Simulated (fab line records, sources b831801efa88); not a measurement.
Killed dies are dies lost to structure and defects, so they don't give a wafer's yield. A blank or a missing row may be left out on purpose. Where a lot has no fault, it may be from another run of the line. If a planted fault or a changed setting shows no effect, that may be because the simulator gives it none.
2 desks looking at one fault | flow sky130 | each desk has only its own numbers; what lay behind them comes last

## METROLOGY DESK
Means of the sampled wafers that have a number, per lot and without regard to the tool the lot ran on: this is what the gauges read. Any lot whose mean is over 4 standard deviations away from the usual mean is out of limits and marked OUT; that distance is given in the brackets.
Columns: A = VT_ADJUST_LVTN_OVL at SKY_VT_ADJUST_LVTN_OVL_MEAS_07, usual 0.3 nm; B = VT_ADJUST_LVTN_TW at SKY_VT_ADJUST_LVTN_TW_MEAS_10, usual 243.9; C = VT_ADJUST_LVTN_01_OVL at SKY_VT_ADJUST_LVTN_OVL_MEAS_18, usual -0.4 nm
lot  | first seen here | A    | B     | C
L963 | day 7 15:50     | 0.1  | 242.9 | -2.0
L965 | day 8 01:50     | -1.8 | 243.6 | -0.7
L973 | day 10 03:20    | 2.3  | 243.8 | 0.6
L975 | day 10 17:58    | 0.3  | 245.9 | -0.5
L980 | day 11 23:41    | -0.3 | 246.2 | -0.9
L979 | day 12 00:11    | 0.8  | 242.2 | 2.7
This desk's verdict: no lot among the 6 shows anything out of limits.

## THE TOOL OWNER'S DESK: implanter-02
For each lot that ran on this tool, the mean over its sampled wafers that have a number, from the tool's own readings at SKY_VT_ADJUST_LVTN_IMPLANT_19. Any lot whose mean is over 4 standard deviations away from the usual mean is out of limits and marked OUT; that distance is given in the brackets.
Columns: A = beam-energy-keV at SKY_VT_ADJUST_LVTN_IMPLANT_19, usual 29.997
lot  | first seen here | A
L965 | day 8 22:39     | 29.988
L973 | day 11 02:52    | 30.677 (+68) OUT
L975 | day 11 17:49    | 30.669 (+67) OUT
This desk finds L973, L975 out of limits, L973 being first, at day 11 02:52 (beam-energy-keV at SKY_VT_ADJUST_LVTN_IMPLANT_19). In limits: L965.

## ALL TOGETHER
At day 11 02:52, on L973, L975, the tool owner's desk was in a position to raise an alarm.
Nothing out of limits was seen by the metrology desk.
The metrology desk has L973, L975 on record, within its limits.
The lots listed all ran SKY_VT_ADJUST_LVTN_IMPLANT_19 on implanter-02.

## WHAT THE SIMULATOR PUT IN
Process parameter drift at SKY_VT_ADJUST_LVTN_IMPLANT_19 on implanter-02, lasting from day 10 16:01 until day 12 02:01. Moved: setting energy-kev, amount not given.
Lots struck among those shown: L973, L975.
Delay in hours, fault start to first out-of-limits reading, by desk: the tool owner's desk at 11.
